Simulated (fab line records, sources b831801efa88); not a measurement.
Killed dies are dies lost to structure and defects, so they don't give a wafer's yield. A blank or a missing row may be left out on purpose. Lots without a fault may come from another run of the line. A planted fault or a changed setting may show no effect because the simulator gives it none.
Which tool did it? | flow sky130 | 15 lots, 45 wafers sampled, at 1 step of a route of 708

WHAT THE GAUGES READ, wafer by wafer
SKY_VIA3_THK_MEAS_01.
lot  | measured     | on            | VIA3_HDPCVD_THK (nm)
L231 | day 38 17:07 | film_metro-03 | 1628 1596 1609
L235 | day 39 01:39 | film_metro-03 | 1681 1635 1661
L234 | day 39 11:53 | film_metro-01 | 1649 1663 1669
L236 | day 39 16:24 | film_metro-01 | 1615 1601 1595
L237 | day 40 00:34 | film_metro-02 | 1634 1653 1621
L238 | day 40 19:34 | film_metro-02 | 1610 1593 1612
L239 | day 40 20:29 | film_metro-03 | 1579 1604 1605
L240 | day 40 21:44 | film_metro-03 | 1627 1627 1650
L242 | day 41 12:04 | film_metro-02 | 1622 1594 1616
L243 | day 41 18:13 | film_metro-03 | 1623 1613 1614
L244 | day 42 04:55 | film_metro-03 | 1651 1658 1616
L245 | day 42 14:16 | film_metro-01 | 1609 1602 1582
L251 | day 44 00:36 | film_metro-01 | 1574 1610 1607
L253 | day 44 16:51 | film_metro-03 | 1634 1618 1659
L254 | day 45 06:56 | film_metro-03 | 1644 1658 1618

WHICH TOOL RAN EACH LOT (tool, then ch and the chambers of the sampled wafers, then the start)
The record holds no process step before these readings.

WHAT THE TOOLS THEMSELVES READ (means of the sampled wafers that have a number; where no wafer has one, the mark that the record gives instead)
The record holds no such reading with a usual standard deviation.

THE ANSWER, worked out from the rows above alone
Rule: what is usual is taken from the lots themselves. Put in order of their means at a reading, lots are off if they are a third of the lots or fewer, leave a main group of 4 or more, and stand apart from it by a gap of 3 or more times the standard deviation of the main group's means; of several such gaps the widest counts. A main group whose means are all the same, to the digits that the tables above print for the reading, isn't used. A lot without any number at a reading at which 4 lots or more have one is off too. The other lots that the step has rows for count as sound. The gauges are gone through in route order, then the tools' own readings, and for those a lot's mean is taken as printed above. The first step at which some lot is off is used, and at that step the reading that is off furthest; a lot without a number counts as furthest.
No lot is off at any reading shown: from this, nothing can be told.

WHAT THE SIMULATOR HAD PUT IN
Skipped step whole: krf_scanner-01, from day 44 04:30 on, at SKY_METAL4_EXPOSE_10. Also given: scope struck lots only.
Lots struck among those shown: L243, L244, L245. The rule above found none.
